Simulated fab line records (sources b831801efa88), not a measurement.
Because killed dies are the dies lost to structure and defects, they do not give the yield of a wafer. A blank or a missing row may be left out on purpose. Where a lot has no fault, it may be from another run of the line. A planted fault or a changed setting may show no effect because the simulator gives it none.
Chamber matching ; flow sky130 ; SKY_VIA1_ETCH_15 on rie-diel-03: 4 sister chambers
The step etches SiO2 in C4F8/O2/Ar, stops on TiN, target depth 351 nm, time 54 s. 4 wafers are shown with their chamber, then 8 later ones without.

## WAFERS PAIRED WITH THEIR CHAMBERS
wafer;chamber;oes-product-au (a.u.)
L084.1;1;0.983
L084.6;2;0.980
L086.6;0;0.988
L091.2;3;0.976

## WAFERS WHOSE CHAMBER IS MISSING
wafer;oes-product-au (a.u.)
L091.3;0.976
L091.6;0.992
L094.1;0.995
L094.3;0.983
L094.6;0.988
L097.3;0.989
L097.4;0.986
L097.5;0.966

## CHAMBER TAKEN BY EACH
wafer;from the rows above;in truth
L091.3;can't be placed: 3 or 2 or 1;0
L091.6;can't be placed: 0 or 1 or 2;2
L094.1;can't be placed: 0 or 1 or 2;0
L094.3;can't be placed: 1 or 2 or 0 or 3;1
L094.6;can't be placed: 0 or 1 or 2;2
L097.3;can't be placed: 0 or 1 or 2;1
L097.4;can't be placed: 0 or 1 or 2 or 3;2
L097.5;can't be placed: 3 or 2 or 1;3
Placed correctly: 0 of 8. These rows do not allow placing 8 (true chamber among the candidates in 7). Number placed wrongly: 0.
How it was worked out, from the rows above alone: a wafer's distance from a chamber is the root of the sum, over the readings, of the square of ((its reading less the chamber's mean) divided by the reading's scatter). The wafer belongs to the nearest chamber; if the next one is less than 2 further off, it can't be placed. Each chamber's mean is taken over the wafers shown for it. The scatter: with one shown wafer a chamber, the root of the mean of the squares of how far each hidden wafer lies from its nearest shown one.
